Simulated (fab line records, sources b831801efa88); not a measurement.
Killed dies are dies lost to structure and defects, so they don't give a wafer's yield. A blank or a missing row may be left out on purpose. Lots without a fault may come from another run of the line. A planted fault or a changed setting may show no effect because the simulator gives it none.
fab line records | flow sfq_line
record lots=6 wafers=18 last_day=82
route steps=325 shown I4@176 JJ@178 M5@198 A5B@209 R5@212 M8@325
lots that met no fault: from a run of the same line without faults
start_h: hours from the record's first day to the start of the lot's first wafer shown | wait_h: hours since the lot's step before | " the same as in the row above | L1.1+2: a row that stands for several wafers | - no value, or no start given | * or withheld: withheld | < > ~ a bound
route shown NAME@n: a module of which the file shows steps, and the number in the route of the first | usual: mean/standard deviation of fault-free wafers | same: alike in all rows | chamber/n: place in a boat | sites: the reading at each site | _std_site: their standard deviation | _edge_site: outer sites' mean less inner sites' | radius_mm: how far each site lies from the wafer's centre | mask NAME#n: copy n | behind: the tool/chamber that last shaped the wafer | hold: why the lot was held/for how many hours/how that ended | device: the transistor (n, p or np) that didn't switch | end of line: the same wafers' tests at the end of the route | a step without rows: its recipe alone | killed: dies lost to structure and defects at the first sort, not the wafer's yield | map: a wafer's dies, x killed, . not, _ none there
set.NAME: the setting as run; set.NAME@STEP: as run at that earlier step | model.NAME: the simulator's own value behind a step, which no gauge read
lots at some steps of the route; a table a step, a row a wafer
services: from which hour (start_h, from the record's first day; less than 0 if before it) a tool's chamber was out of use, for how many hours, and why
## steps
# step SFQ_TRILAYER_I4_VIA_STRIP_STRIP_107
# recipe gas=O2 power_w=200 platen_temp_c=40 overash_fraction=0.65 chemistry=O2 pressure_mtorr=50
# step SFQ_TRILAYER_I4_VIA_STRIP_SOLV_CLEAN_108
# recipe chemistry=NMP temp_c=70 time_s=600
# step SFQ_TRILAYER_JJ_TRILAYER_DEP_PRE_CLEAN_113
# recipe gas=Ar time_s=22.5 bias_v=250
# step SFQ_TRILAYER_JJ_TRILAYER_DEP_SPUTTER_109
# recipe material=Nb base_pressure_pa=1.33e-06 chamber_pressure_pa=0.1333 substrate_temp_c=20 target_thk_nm=150 power_w=2000 time_s=100
# step SFQ_TRILAYER_JJ_TRILAYER_DEP_SPUTTER_110
# recipe material=Al base_pressure_pa=1.33e-06 target_thk_nm=8 power_w=500 time_s=10 chamber_pressure_pa=0.4
# step SFQ_TRILAYER_JJ_TRILAYER_DEP_AL_OXIDATION_111
# recipe pressure_mbar=0.014667 oxidation_time_s=600 temperature_k=293
# step SFQ_TRILAYER_JJ_TRILAYER_DEP_SPUTTER_112
# recipe material=Nb base_pressure_pa=1.33e-06 chamber_pressure_pa=0.1333 substrate_temp_c=20 target_thk_nm=170 power_w=2000 time_s=113.3
# step SFQ_JJ_RS_MEAS_929
# recipe thk_meas_gauge=four-point-probe reads=Nb_of_TRILAYER_JJ_TRILAYER_DEP_SPUTTER_112
# usual JJ_NB_RS=1.051/0.012
# columns lot.wafer tool chamber start_h wait_h JJ_NB_RS[ohm/sq]
L131.1 film_metro-02 - 1171.49 0.0 1.062
L131.2 " - " " 1.063
L131.4 " - " " 1.051
L132.3 film_metro-02 - 1216.09 0.1 1.031
L132.4 " - " " 1.032
L132.6 " - " " 1.039
L133.3 film_metro-04 - 1223.32 0.1 1.043
L133.4 " - " " 1.038
L133.5 " - " " 1.041
L134.2 film_metro-03 - 1229.06 0.1 1.069
L134.3 " - " " 1.052
L134.4 " - " " 1.058
L148.2 film_metro-02 - 1484.25 0.1 1.057
L148.4 " - " " 1.059
L148.6 " - " " 1.059
L149.1 film_metro-04 - 1490.04 0.0 1.076
L149.2 " - " " 1.067
L149.6 " - " " 1.045
# step SFQ_TRILAYER_JJ_CE_LITHO_COAT_119
# recipe resist=BARC spin_rpm=3000 resist_thk_nm=62
# step SFQ_TRILAYER_JJ_CE_LITHO_COAT_114
# recipe resist=KrF spin_rpm=3000 resist_thk_nm=600
# step SFQ_TRILAYER_JJ_CE_LITHO_SOFTBAKE_118
# recipe temp_c=withheld time_s=withheld resist=KrF
# step SFQ_TRILAYER_JJ_CE_LITHO_EXPOSE_115
# recipe mask_id=J5 na=0.6 source_shape=conventional sigma_outer=0.65 target_cd_nm=700 dose_mj=14.4
# usual exposure_dose_mJ_cm2=14.398/0.016
# columns lot.wafer tool chamber start_h wait_h mask exposure_dose_mJ_cm2
L131.1 krf_scanner-01 0 1299.79 - J5#0 14.392
L131.2 " 0 " " J5#0 14.415
L131.4 " 0 " " J5#0 14.412
L132.3 krf_scanner-02 0 1302.29 - J5#0 14.382
L132.4 " 0 " " J5#0 14.363
L132.6 " 0 " " J5#0 14.385
L133.3 krf_scanner-02 0 1303.49 - J5#0 14.419
L133.4 " 0 " " J5#0 14.406
L133.5 " 0 " " J5#0 14.402
L134.2 krf_scanner-02 0 1304.49 - J5#0 14.411
L134.3 " 0 " " J5#0 14.432
L134.4 " 0 " " J5#0 14.413
L148.2 krf_scanner-02 0 1583.23 - J5#0 13.178
L148.4 " 0 " " J5#0 13.208
L148.6 " 0 " " J5#0 13.162
L149.1 krf_scanner-02 0 1590.23 - J5#0 13.177
L149.2 " 0 " " J5#0 13.139
L149.6 " 0 " " J5#0 13.161
# step SFQ_TRILAYER_JJ_CE_LITHO_PEB_117
# recipe peb_temp_c=115 peb_time_s=60 resist=KrF
# step SFQ_TRILAYER_JJ_CE_LITHO_DEVELOP_116
# recipe time_s=60 resist=KrF
# step SFQ_JJ_OVL_MEAS_931
# usual J5_OVL=1/4.7
# columns lot.wafer tool chamber start_h wait_h J5_OVL[nm]
L131.1 overlay-01 - 1301.29 0.1 -1
L131.2 " - " " 2
L131.4 " - " " -1
L132.3 overlay-02 - 1303.40 0.1 5
L132.4 " - " " -3
L132.6 " - " " -1
L133.3 overlay-02 - 1304.60 0.1 7
L133.4 " - " " 4
L133.5 " - " " 2
L134.2 overlay-02 - 1305.80 0.1 -1
L134.3 " - " " 7
L134.4 " - " " -2
L148.2 overlay-02 - 1584.53 0.1 7
L148.4 " - " " 5
L148.6 " - " " 5
L149.1 overlay-01 - 1591.73 0.1 5
L149.2 " - " " 3
L149.6 " - " " 1
# step SFQ_TRILAYER_JJ_CE_METRO_MEASURE_117
# usual cd_nm=700.2/1.5
# columns lot.wafer tool chamber start_h wait_h cd_nm
L131.1 cd_sem-01 - 1301.33 0.0 698.9
L131.2 " - " " 699.2
L131.4 " - " " 698.1
L132.3 cd_sem-01 - 1303.83 0.4 698.7
L132.4 " - " " 698.2
L132.6 " - " " 698.3
L133.3 cd_sem-02 - 1305.03 0.4 699.6
L133.4 " - " " 700.4
L133.5 " - " " 699.2
L134.2 cd_sem-01 - 1306.03 0.2 698.2
L134.3 " - " " 698.7
L134.4 " - " " 698.1
L148.2 cd_sem-02 - 1584.76 0.2 714.8
L148.4 " - " " 715.7
L148.6 " - " " 715.3
L148.2 cd_sem-02 - 1586.13 1.2 714.9
L148.4 " - " " 715.3
L148.6 " - " " 715.6
L149.1 cd_sem-01 - 1591.76 0.0 713.9
L149.2 " - " " 713.4
L149.6 " - " " 713.7
L149.1 cd_sem-01 - 1593.13 1.2 713.7
L149.2 " - " " 713.3
L149.6 " - " " 714.1
# step SFQ_TRILAYER_JJ_CE_BARC_OPEN_RIE_150
# recipe mask_material=PR chemistry=O2 target_depth_nm=240 target=BARC icp_w=600 bias_w=80 pressure_mtorr=10 time_s=80
# usual drypump_motor_current_A=5.41/0.28 oes_product_au=0.537/0.0048
# columns lot.wafer tool chamber start_h wait_h drypump_motor_current_A oes_product_au rf_hours_counter_h model.JJ.cd_nm
L131.1 rie_metal-04 0 1302.53 1.0 5.52 0.530 21 699.1
L131.2 " 1 " " 5.21 0.545 32 698.9
L131.4 " 1 " " 5.19 0.533 - 699
L132.3 rie_metal-02 1 1304.66 0.6 5.89 0.534 - 702.3
L132.4 " 0 " " 5.64 0.535 - 698.9
L132.6 " 1 " " 5.87 0.540 - 700.1
L133.3 rie_metal-04 1 1305.86 0.6 5.18 0.540 - 698.3
L133.4 " 0 " " 5.53 0.548 - 699.8
L133.5 " 1 " " 5.16 0.535 - 698.9
L134.2 rie_metal-04 0 1307.03 0.8 5.50 0.538 22 696.7
L134.3 " 0 " " 5.51 0.536 - 698.4
L134.4 " 1 " " 5.18 0.536 - 698.4
L148.2 rie_metal-03 1 1588.70 2.4 5.70 0.545 51 718.2
L148.4 " 0 " " 5.00 0.546 - 717.3
L148.6 " 0 " " 5.02 0.542 - 717.4
L149.1 rie_metal-03 1 1599.58 6.2 5.69 0.534 52 717.5
L149.2 " 0 " " 5.02 0.539 69 715
L149.6 " 1 " " 5.67 0.532 - 717.8
# step SFQ_TRILAYER_JJ_CE_ETCH_RIE_118
# recipe target=Nb stop_on=Al2O3 mask_material=PR taper_deg=13.257 over_etch_frac=0.15 time_s=97.7 chemistry=SF6 target_depth_nm=170 icp_w=600 bias_w=80 pressure_mtorr=10
# usual drypump_motor_current_A=5.41/0.28 oes_product_au=0.988/0.0084
# columns lot.wafer tool chamber start_h wait_h drypump_motor_current_A oes_product_au rf_hours_counter_h model.JJ.cd_nm
L131.1 rie_metal-04 0 1302.62 0.1 5.50 0.976 22 700.2
L131.2 " 1 " " 5.18 0.988 32 698.1
L131.4 " 1 " " 5.17 0.997 - 698.9
L132.3 rie_metal-02 1 1304.75 0.1 5.89 0.986 - 702.8
L132.4 " 0 " " 5.62 0.989 - 700.4
L132.6 " 1 " " 5.90 0.996 - 700.5
L133.3 rie_metal-04 1 1305.95 0.1 5.20 0.992 - 698.3
L133.4 " 0 " " 5.50 0.993 - 700.5
L133.5 " 1 " " 5.20 1.004 - 699.1
L134.2 rie_metal-04 0 1307.12 0.1 5.47 0.990 22 697.7
L134.3 " 0 " " 5.50 0.984 - 699.2
L134.4 " 1 " " 5.20 0.993 - 698.5
L148.2 rie_metal-03 1 1588.80 0.1 5.68 0.983 51 718.9
L148.4 " 0 " " 5.01 0.990 - 719.3
L148.6 " 0 " " 5.03 0.994 - 719.4
L149.1 rie_metal-03 1 1599.67 0.1 5.70 0.971 52 719.1
L149.2 " 0 " " 5.03 0.989 69 717.6
L149.6 " 1 " " 5.68 0.980 - 719.8
# step SFQ_TRILAYER_JJ_ANODIZE_ANODIZE_119
# recipe current_density_ma_cm2=withheld end_current_density_ma_cm2=withheld bath_temp_c=withheld
# step SFQ_TRILAYER_JJ_CE_STRIP_STRIP_120
# recipe gas=O2 power_w=200 platen_temp_c=40 overash_fraction=0.65 chemistry=O2 pressure_mtorr=50
# step SFQ_TRILAYER_JJ_CE_STRIP_SOLV_CLEAN_121
# recipe chemistry=NMP temp_c=70 time_s=600
# step SFQ_TRILAYER_M5_LITHO_COAT_128
# recipe resist=BARC spin_rpm=3000 resist_thk_nm=62
# step SFQ_TRILAYER_M5_LITHO_COAT_123
# recipe resist=KrF spin_rpm=3000 resist_thk_nm=600
# step SFQ_TRILAYER_M5_LITHO_SOFTBAKE_127
# recipe temp_c=withheld time_s=withheld resist=KrF
# step SFQ_TRILAYER_M5_LITHO_EXPOSE_124
# recipe mask_id=M5 na=0.6 source_shape=conventional sigma_outer=0.65 target_cd_nm=700 dose_mj=14.4
# step SFQ_TRILAYER_M5_LITHO_PEB_126
# recipe peb_temp_c=115 peb_time_s=60 resist=KrF
# step SFQ_TRILAYER_M5_LITHO_DEVELOP_125
# recipe time_s=60 resist=KrF
# step SFQ_M5_OVL_MEAS_932
# usual M5_OVL=1/5.1
# columns lot.wafer tool chamber start_h wait_h M5_OVL[nm]
L131.1 overlay-02 - 1311.79 0.1 3
L131.2 " - " " 6
L131.4 " - " " 1
L132.3 overlay-02 - 1314.20 0.1 -7
L132.4 " - " " -2
L132.6 " - " " -1
L133.3 overlay-02 - 1315.40 0.1 -4
L133.4 " - " " 0
L133.5 " - " " -1
L134.2 overlay-02 - 1317.80 0.1 4
L134.3 " - " " 5
L134.4 " - " " 7
L148.2 overlay-02 - 1666.03 0.1 -2
L148.4 " - " " 1
L148.6 " - " " -3
L149.1 overlay-01 - 1674.42 0.1 -5
L149.2 " - " " 1
L149.6 " - " " -2
# step SFQ_TRILAYER_M5_BARC_OPEN_METAL_ETCH_161
# recipe mask_material=PR chemistry=O2 target_depth_nm=125 target=BARC icp_w=600 bias_w=80 pressure_mtorr=10 time_s=41.7
# step SFQ_TRILAYER_M5_ETCH_METAL_ETCH_126
# recipe target=Nb stop_on=SiO2 mask_material=PR over_etch_frac=0.15 time_s=203.2 chemistry=Cl2/BCl3 target_depth_nm=265 icp_w=600 bias_w=80 pressure_mtorr=10
# usual drypump_motor_current_A=5.5/0.37 oes_product_au=0.729/0.0065
# columns lot.wafer tool chamber start_h wait_h drypump_motor_current_A oes_product_au rf_hours_counter_h
L131.1 rie_metal-03 0 1311.88 0.0 5.0 0.736 24
L131.2 " 1 " " 5.7 0.737 7
L131.4 " 0 " " 5.0 0.731 -
L132.3 rie_metal-03 0 1314.35 0.1 5.0 0.731 -
L132.4 " 1 " " 5.7 0.727 -
L132.6 " 0 " " 5.0 0.730 -
L133.3 rie_metal-02 0 1315.55 0.1 5.6 0.729 -
L133.4 " 1 " " 5.9 0.722 -
L133.5 " 0 " " 5.6 0.727 -
L134.2 rie_metal-02 1 1317.88 0.0 5.9 0.725 46
L134.3 " 0 " " 5.7 0.726 -
L134.4 " 1 " " 5.9 0.730 -
L148.2 rie_metal-02 0 1666.12 0.0 5.7 0.732 85
L148.4 " 1 " " 5.9 0.734 -
L148.6 " 1 " " 5.9 0.730 -
L149.1 rie_metal-01 1 1674.52 0.0 6.1 0.726 65
L149.2 " 0 " " 5.3 0.725 14
L149.6 " 1 " " 6.1 0.720 -
# step SFQ_TRILAYER_M5_STRIP_STRIP_127
# recipe gas=O2 power_w=200 platen_temp_c=40 overash_fraction=0.65 chemistry=O2 pressure_mtorr=50
# step SFQ_TRILAYER_M5_STRIP_SOLV_CLEAN_128
# recipe chemistry=NMP temp_c=70 time_s=600
# step SFQ_TRILAYER_A5B_DEP_PECVD_129
# recipe material=SiO2 temp_c=150 time_s=133.33 pressure_torr=2.4 rf_w=183.3 precursor=SiH4/N2O target_thk_nm=600
# step SFQ_TRILAYER_A5B_CMP_CMP_130
# recipe stop_on=Nb down_force_psi=3 platen_rpm=60 target_thk_nm=340.7
# step SFQ_TRILAYER_A5B_METRO_MEASURE_131
# usual thk_nm=339/7.6
# columns lot.wafer tool chamber start_h wait_h thk_nm
L131.1 film_metro-02 - 1327.42 1.5 356
L131.2 " - " " 346
L131.4 " - " " 341
L132.3 film_metro-01 - 1328.42 2.9 341
L132.4 " - " " 343
L132.6 " - " " 330
L133.3 film_metro-02 - 1331.42 2.4 337
L133.4 " - " " 340
L133.5 " - " " 339
L134.2 film_metro-04 - 1336.62 2.7 343
L134.3 " - " " 343
L134.4 " - " " 337
L148.2 film_metro-01 - 1670.56 2.2 340
L148.4 " - " " 345
L148.6 " - " " 334
L149.1 film_metro-04 - 1678.76 1.5 346
L149.2 " - " " 334
L149.6 " - " " 343
# step SFQ_TRILAYER_R5_DEP_SPUTTER_132
# recipe material=Ti base_pressure_pa=1.33e-06 target_thk_nm=5 power_w=2000 time_s=5 chamber_pressure_pa=0.4
# usual base_pressure_pa=1.33e-06/7.4e-08 throttle_valve_pct=30.0/1.1
# columns lot.wafer tool chamber start_h wait_h base_pressure_pa throttle_valve_pct
L131.1 pvd_sputter-06 - 1328.62 1.0 1.31e-06 29.5
L131.2 " - " " 1.25e-06 30.4
L131.4 " - " " 1.25e-06 29.4
L132.3 pvd_sputter-06 - 1329.22 0.6 1.31e-06 30.4
L132.4 " - " " 1.46e-06 28.7
L132.6 " - " " 1.36e-06 30.8
L133.3 pvd_sputter-06 - 1332.22 0.6 1.31e-06 29.1
L133.4 " - " " 1.37e-06 30.7
L133.5 " - " " 1.4e-06 30.7
L134.2 pvd_sputter-05 - 1337.62 0.8 1.36e-06 31.8
L134.3 " - " " 1.02e-06 30.4
L134.4 " - " " 1.31e-06 30.9
L148.2 pvd_sputter-04 - 1671.56 0.8 1.31e-06 28.0
L148.4 " - " " 1.39e-06 27.6
L148.6 " - " " 1.3e-06 31.4
L149.1 pvd_sputter-04 - 1679.96 1.0 1.36e-06 28.1
L149.2 " - " " 1.26e-06 31.0
L149.6 " - " " 1.34e-06 30.7
# step SFQ_TRILAYER_R5_DEP_SPUTTER_133
# recipe material=MoNx base_pressure_pa=1.33e-06 target_thk_nm=40 power_w=1000 time_s=66.7 chamber_pressure_pa=0.4
# usual base_pressure_pa=1.33e-06/7.6e-08 throttle_valve_pct=30.0/1.1
# columns lot.wafer tool chamber start_h wait_h base_pressure_pa throttle_valve_pct
L131.1 pvd_sputter-06 - 1328.64 0.0 1.38e-06 29.6
L131.2 " - " " 1.31e-06 30.8
L131.4 " - " " 1.27e-06 28.8
L132.3 pvd_sputter-06 - 1329.24 0.0 1.22e-06 30.6
L132.4 " - " " 1.46e-06 29.1
L132.6 " - " " 1.23e-06 30.7
L133.3 pvd_sputter-06 - 1332.24 0.0 1.44e-06 29.0
L133.4 " - " " 1.23e-06 30.8
L133.5 " - " " 1.34e-06 30.6
L134.2 pvd_sputter-05 - 1337.64 0.0 1.16e-06 32.0
L134.3 " - " " 1.43e-06 30.1
L134.4 " - " " 1.38e-06 30.9
L148.2 pvd_sputter-04 - 1671.57 0.0 1.25e-06 28.0
L148.4 " - " " 1.31e-06 27.4
L148.6 " - " " 1.3e-06 31.3
L149.1 pvd_sputter-04 - 1679.97 0.0 1.44e-06 27.9
L149.2 " - " " 1.37e-06 30.7
L149.6 " - " " 1.34e-06 30.9
# step SFQ_TRILAYER_R5_DEP_SPUTTER_134
# recipe material=Ti base_pressure_pa=1.33e-06 target_thk_nm=5 power_w=2000 time_s=5 chamber_pressure_pa=0.4
# usual base_pressure_pa=1.33e-06/7.2e-08 throttle_valve_pct=30.0/1.1
# columns lot.wafer tool chamber start_h wait_h base_pressure_pa throttle_valve_pct
L131.1 pvd_sputter-06 - 1328.69 0.0 1.33e-06 29.2
L131.2 " - " " 1.3e-06 30.7
L131.4 " - " " 1.41e-06 29.2
L132.3 pvd_sputter-06 - 1329.29 0.0 1.36e-06 30.7
L132.4 " - " " 1.29e-06 29.1
L132.6 " - " " 1.34e-06 30.6
L133.3 pvd_sputter-06 - 1332.29 0.0 1.34e-06 29.2
L133.4 " - " " 1.45e-06 30.5
L133.5 " - " " 1.17e-06 30.8
L134.2 pvd_sputter-05 - 1337.69 0.0 1.38e-06 31.9
L134.3 " - " " 1.34e-06 30.5
L134.4 " - " " 1.41e-06 30.9
L148.2 pvd_sputter-04 - 1671.63 0.0 1.36e-06 28.1
L148.4 " - " " 1.35e-06 27.5
L148.6 " - " " 1.36e-06 31.3
L149.1 pvd_sputter-04 - 1680.03 0.0 1.3e-06 28.0
L149.2 " - " " 1.32e-06 30.7
L149.6 " - " " 1.37e-06 30.7
# step SFQ_R5_RS_MEAS_933
# recipe thk_meas_gauge=four-point-probe reads=Ti_of_TRILAYER_R5_DEP_SPUTTER_134+MoNx_of_TRILAYER_R5_DEP_SPUTTER_133+Ti_of_TRILAYER_R5_DEP_SPUTTER_132
# usual R5_MONX_RS=7.10/0.079
# columns lot.wafer tool chamber start_h wait_h R5_MONX_RS[ohm/sq]
L131.1 film_metro-03 - 1328.71 0.0 7.19
L131.2 " - " " 7.10
L131.4 " - " " 7.05
L132.3 film_metro-03 - 1329.35 0.0 7.24
L132.4 " - " " 7.22
L132.6 " - " " 7.20
L133.3 film_metro-01 - 1332.35 0.0 7.19
L133.4 " - " " 7.24
L133.5 " - " " 7.19
L134.2 film_metro-03 - 1337.73 0.0 6.91
L134.3 " - " " 6.94
L134.4 " - " " 6.90
L148.2 film_metro-03 - 1671.67 0.0 7.04
L148.4 " - " " 7.16
L148.6 " - " " 7.17
L149.1 film_metro-02 - 1680.05 0.0 6.98
L149.2 " - " " 7.11
L149.6 " - " " 7.06
# step SFQ_R5_THK_MEAS_934
# recipe thk_meas_gauge=xrf reads=MoNx_of_TRILAYER_R5_DEP_SPUTTER_133
# usual R5_MONX_THK=39.4/0.47
# columns lot.wafer tool chamber start_h wait_h R5_MONX_THK[nm]
L131.1 film_metro-03 - 1328.83 0.1 38.9
L131.2 " - " " 39.5
L131.4 " - " " 39.9
L132.3 film_metro-03 - 1329.45 0.1 38.8
L132.4 " - " " 38.7
L132.6 " - " " 38.9
L133.3 film_metro-01 - 1332.45 0.1 38.9
L133.4 " - " " 38.0
L133.5 " - " " 38.5
L134.2 film_metro-03 - 1337.84 0.1 40.6
L134.3 " - " " 40.2
L134.4 " - " " 40.7
L148.2 film_metro-03 - 1671.78 0.1 39.4
L148.4 " - " " 38.9
L148.6 " - " " 38.9
L149.1 film_metro-02 - 1680.17 0.1 39.6
L149.2 " - " " 39.3
L149.6 " - " " 39.3
# step SFQ_TRILAYER_R5_LITHO_COAT_141
# recipe resist=BARC spin_rpm=3000 resist_thk_nm=62
# step SFQ_M8_BOW_MEAS_951
# recipe mode=bow
# usual M8_BOW=10/13
# columns lot.wafer tool chamber start_h wait_h M8_BOW[um] model.etest.jj.g_times
L131.1 film_metro-03 - 1839.31 0.0 18 0.9949
L131.2 " - " " 26 0.9889
L131.4 " - " " 20 0.9913
L132.3 film_metro-01 - 1842.95 0.0 28 1.002
L132.4 " - " " 37 0.9954
L132.6 " - " " 26 0.9958
L133.3 film_metro-01 - 1845.35 0.0 6 0.9895
L133.4 " - " " 7 0.9956
L133.5 " - " " -1 0.9917
L134.2 film_metro-01 - 1846.53 0.0 -2 0.9878
L134.3 " - " " 5 0.9921
L134.4 " - " " 0 0.99
L148.2 film_metro-01 - 1977.18 0.0 6 1.049
L148.4 " - " " 3 1.05
L148.6 " - " " 14 1.05
L149.1 film_metro-04 - 1978.35 0.0 7 1.049
L149.2 " - " " 9 1.045
L149.6 " - " " -10 1.051
## services
# columns tool chamber start_h hours kind
cd_sem-01 - 1286.51 2.2 pm
krf_scanner-02 - 1297.33 0.8 pm
cd_sem-01 - 1304.63 0.9 pm
rie_metal-02 - 1324.52 1.4 pm
krf_scanner-02 - 1333.57 0.3 repair
rie_metal-02 0 1361.30 8.1 repair
rie_metal-03 - 1366.06 1.4 pm
cd_sem-01 - 1377.15 3.5 pm
pvd_sputter-04 - 1379.86 0.6 repair
pvd_sputter-04 - 1406.95 2.3 repair
pvd_sputter-06 - 1414.89 1.3 repair
krf_scanner-02 - 1421.89 1.0 pm
krf_scanner-02 - 1422.89 1.3 pm
pvd_sputter-04 - 1425.00 1.3 repair
pvd_sputter-06 - 1446.65 1.3 repair
krf_scanner-02 - 1454.15 3.8 repair
cd_sem-01 - 1456.50 2.7 repair
krf_scanner-02 - 1466.40 0.8 pm
cd_sem-01 - 1470.51 1.2 pm
cd_sem-01 - 1484.36 0.4 pm
rie_metal-02 1 1487.13 19.3 repair
krf_scanner-02 - 1502.92 8.1 repair
rie_metal-04 1 1552.43 3.7 repair
rie_metal-04 0 1600.27 8.1 repair
## key
first_sign step=SFQ_TRILAYER_JJ_CE_LITHO_EXPOSE_115 reading=exposure_dose_mJ_cm2 direction=down sigmas=78 usual=14.398 struck=13.171
effect step=SFQ_TRILAYER_JJ_CE_METRO_MEASURE_117 reading=visit direction=added
effect step=SFQ_TRILAYER_JJ_CE_METRO_MEASURE_117 reading=cd_nm direction=up sigmas=9.5 usual=700.2 struck=714.5
model_effect step=SFQ_TRILAYER_JJ_CE_BARC_OPEN_RIE_150 value=JJ.cd_nm without=702.4 struck=717.2
model_effect step=SFQ_TRILAYER_JJ_CE_ETCH_RIE_118 value=JJ.cd_nm without=704.3 struck=719
model_effect step=SFQ_M8_BOW_MEAS_951 value=etest.jj.g_times without=1.007 struck=1.049
met_at SFQ_TRILAYER_JJ_CE_LITHO_EXPOSE_115
struck_wafers L148.2,L148.4,L148.6,L149.1,L149.2,L149.6
onset_between 1304.49 1583.23
fault kind=process_parameter_drift tool=krf_scanner-02 chamber=- onset_h=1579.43 steps=SFQ_TRILAYER_JJ_CE_LITHO_EXPOSE_115 channel=dose_mj offset=-1.2277 shape=step acts_in=these_recipes_only stated=14.4
